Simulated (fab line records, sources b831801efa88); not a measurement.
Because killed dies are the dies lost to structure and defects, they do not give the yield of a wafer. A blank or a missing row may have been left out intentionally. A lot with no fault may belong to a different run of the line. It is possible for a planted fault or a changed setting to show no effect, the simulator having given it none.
A struck lot beside a sound one ; flow sky130 ; 17 out of 708 route steps
Sound: the wafers L367.1, L367.3, L367.5. Struck: wafers L373.2, L373.5. (L373.4 of the same lot was not struck and is left out.) The cause comes at the end.
Each step with rows lists, per side, the tool, then ch with its chambers, then its first start. Under that, the readings that differ: sound wafers ; struck wafers ; difference of the means ; sigmas: that difference in standard deviations of wafers without a fault.
alike: same words and numbers on both sides, and readings whose means sit less than 2 such deviations apart. not compared: any withheld reading, any reading some wafer has no value for, any bound like >300 that may hide the same value, and any number with overlapping values for which the record gives no deviation.
The two part at a step that has a row with sigmas, a row that says differs or no value, or rows on one side only. Non-overlapping numbers with no deviation appear without sigmas and do not part them. A reading missing from all wafers of one side parts the sides only when that side holds two or more wafers.

first, 3 steps without rows for these wafers: SKY_VIA1_EXPOSE_09 (exposes mask VIM, target cd 150 nm); SKY_VIA1_PEB_10; SKY_VIA1_DEVELOP_11 (develop time 60 s).
SKY_VIA1_CD_MEAS_12: target cd 150 nm.
  sound on cd sem-02 at day 33 23:27; struck on cd sem-01 at day 36 15:55
  alike: cd nm
SKY_VIA1_OVL_MEAS_13:
  sound on overlay-02 at day 33 23:34; struck on overlay-02 at day 36 16:01
  alike: VIA1_OVL
SKY_VIA1_ETCH_14: etches BARC in N2/H2, stops on SiO2, time 45.9 s, target depth 60 nm.
  sound on rie diel-04 ch 1,2,3, day 33 23:37; struck on rie diel-04 ch 0,1, day 36 16:03
  alike: drypump motor current A, oes product au, throttle valve pct
  not compared: rf hours counter h
SKY_VIA1_ETCH_15: etches SiO2 in C4F8/O2/Ar, stops on TiN, target depth 351 nm, time 54 s.
  sound on rie diel-04 ch 1,2,3, day 33 23:39; struck on rie diel-04 ch 0,1, day 36 16:05
  alike: oes product au
  not compared: rf hours counter h
SKY_VIA1_STRIP_16: strips in O2/N2.
  sound on plasma asher-02 ch 0,1, day 33 23:42; struck on plasma asher-03 ch 0, day 36 16:08
  alike: drypump motor current A, oes product au, strip time to endpoint s
  not compared: rf hours counter h
then, 3 steps without rows for these wafers: SKY_VIA1_STRIP_17 (strips in post etch residue remover, time 1200 s); SKY_VIA1_CLEAN_18 (cleans in IPA, time 180 s); SKY_VIA1_CLEAN_19 (cleans in O3/DIW).
SKY_VIA1_SPUTTER_20: material TiN, target thk 20 nm, time 80 s.
  sound on pvd sputter-03 at day 34 00:17; struck on pvd sputter-04 at day 36 16:44
  alike: throttle valve pct
SKY_VIA1_CVD_21: deposits W, target thk 270 nm, time 80.902 s.
  sound on cvd w-02 ch 0,1, day 34 00:22; struck on cvd w-01 ch 0, day 36 16:47
reading;sound;struck;difference;sigmas
chamber pressure Torr (Torr);39.99 39.97 39.87;43.74 43.80;+3.83;+44
model.W_of_VIA1_CVD_21.thk nm (nm);271.3 272.3 268.5;281.2 284.9;+12.3;
  alike: heater power outer w, heater power w
  not compared: since wet clean h
SKY_VIA1_RS_MEAS_22: measurement is done with a four-point probe.
  sound on film metro-02 at day 34 00:27; struck on film metro-01 at day 36 16:54
reading;sound;struck;difference;sigmas
VIA1_W_RS (ohm/sq);0.423 0.422 0.428;0.410 0.404;-0.017;-4
SKY_VIA1_THK_MEAS_23: measures by xrf.
  sound on film metro-02 at day 34 00:34; struck on film metro-01 at day 36 17:01
reading;sound;struck;difference;sigmas
VIA1_W_THK (nm);274 274 272;289 296;+19;+6
SKY_VIA1_CMP_24: polishes, stops on SiO2, t overpolish 15 s, target thk 0 nm.
  sound on cmp-01 ch 0,2,3, day 34 00:41; struck on cmp-02 ch 2, day 36 17:04
  alike: motor current A, overpolish run s, time to endpoint s
-- the record jumps here: 11 days lie between the struck wafers' starts before and after (it left off in module VIA1 and takes up again in module PAD_OPEN, whose first step shown is number 708 of the route) --
SKY_PAD_OPEN_PROBE_99:
  sound on prober-02 at day 45 18:28; struck on prober-02 at day 47 19:12
  alike: defect limited yield, killed_at_M0_to_M3, killed_at_M4_up, killed at contacts, killed at front end, killed at other, killed dies, killed open, killed short, sort_bin_3_pad_short, sort_bin_5_function, sort_bin_6_memory, sort n pass, sort yield pct

WHERE THEY PART
Earliest at SKY_VIA1_CVD_21; latest, in this record, at SKY_VIA1_THK_MEAS_23. Later steps at which nothing parts them and some readings are alike: SKY_VIA1_CMP_24, SKY_PAD_OPEN_PROBE_99.

WHY: whatever the simulator had introduced
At SKY_VIA1_CVD_21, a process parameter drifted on cvd w-01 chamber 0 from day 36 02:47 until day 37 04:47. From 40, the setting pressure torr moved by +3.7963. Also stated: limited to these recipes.
